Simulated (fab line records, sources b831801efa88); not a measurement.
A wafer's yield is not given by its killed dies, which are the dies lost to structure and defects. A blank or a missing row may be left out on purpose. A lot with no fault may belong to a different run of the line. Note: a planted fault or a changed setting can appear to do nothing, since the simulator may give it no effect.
Code-filled problem report in 8D (eight disciplines) form ; flow sky130 ; the parts of the form that need people (team, actions taken, sign-off) are left out

## 1. THE PROBLEM
VT_ADJUST_HVTR_TW at SKY_VT_ADJUST_HVTR_TW_MEAS_11 reads a mean of 182.1 on 6 wafers of 2 lots; wafers without a fault read 210.5 with a standard deviation of 1.8. That is -16 standard deviations from the usual mean.
Seen first at day 10 21:49 on filmMetro-01, wafer L530.3. The record has a number at this step for 33 wafers belonging to 11 lots. By rule, "out" or "out of limits" means more than 4 standard deviations away from the usual mean. The rest of the wafers with a number are treated as sound.

## 2. WHAT IT IS AND WHAT IT IS NOT
question;is;is not
which readings at this step;VT_ADJUST_HVTR_TW;-
which lots;L530, L531;L527, L528, L542, L544, L545, L546, L547, L548, L549
which wafers of those lots;all that have a number;-
read on which gauges;filmMetro-01, filmMetro-03;filmMetro-02
when;from day 10 21:49;"up to then (6 sound wafers); but 21 sound wafers of L542, L544, L545, L546, L547, L548, L549 came after"

## 3. SUSPECTS, AND WHAT RULES EACH OUT
Counting: a tool at any process step up to the reading remains a suspect when it ran all the lots that are out and ran no sound lot after the first of those.
- ruled out: the gauge at SKY_VT_ADJUST_HVTR_TW_MEAS_11. Those wafers that are out were read across 2 gauges (filmMetro-01, filmMetro-03).
- plasmaAsher-02 at SKY_VT_ADJUST_LVTN_STRIP_20 (strips in O2/N2): ruled out as a lasting fault. Sound lots L548 ran on it after its first lot that is out, L530 (day 9 02:32).
- implanter-02 at SKY_VT_ADJUST_HVTR_IMPLANT_09: ruled out as a lasting fault. Sound lots L542, L544, L545, L546, L549 ran on it after its first lot that is out, L530 (day 10 21:36).
Left after counting: nothing in the record.

## 4. THE CAUSE (what the simulator had put in)
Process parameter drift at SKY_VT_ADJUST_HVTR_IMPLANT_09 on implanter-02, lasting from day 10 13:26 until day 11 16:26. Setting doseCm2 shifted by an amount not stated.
It was ruled out by counting, in error; the rule expects a fault to strike all lots run on its tool from its start on, and this fault did not.

## 5. SEQUENCE OF EFFECTS, ordered by route
Rows list readings where the struck wafers' mean (over those with a number) sits beyond 3 standard deviations from the usual. Only readings whose record carries a usual standard deviation are examined. hours: median over the lots of the time between each lot's start at the first step of this table that gives one and its start at this step. sigmas: the change, counted in usual standard deviations.
hours;step;reading;usual;on struck wafers;change;sigmas
0;SKY_VT_ADJUST_HVTR_IMPLANT_09;doseIonsCm2;2.1002e+12;1.2502e+12;-8.4997e+11;-99 or more
0;SKY_VT_ADJUST_HVTR_IMPLANT_09;faradayCurrentUA;11.84;7.06;-4.78;-22
0;SKY_VT_ADJUST_HVTR_TW_MEAS_11;VT_ADJUST_HVTR_TW;210.5;182.1;-28.4;-16
The process steps in it:
- SKY_VT_ADJUST_HVTR_IMPLANT_09
At these later measuring or inspecting steps, every struck wafer for which the step has a row has a number for every such reading, and none has moved that far: SKY_VT_ADJUST_PCH_OVL_MEAS_07.

## 6. WHAT WOULD HAVE CAUGHT IT SOONER
The first out-of-limits reading at a measuring or inspecting step in this record came at day 10 21:49, 8 hours after the fault's start at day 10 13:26.
Tool's own readings at SKY_VT_ADJUST_HVTR_IMPLANT_09, doseIonsCm2, faradayCurrentUA: out on all struck wafers the step has rows for; an alarm limit on them would have tripped on the first.
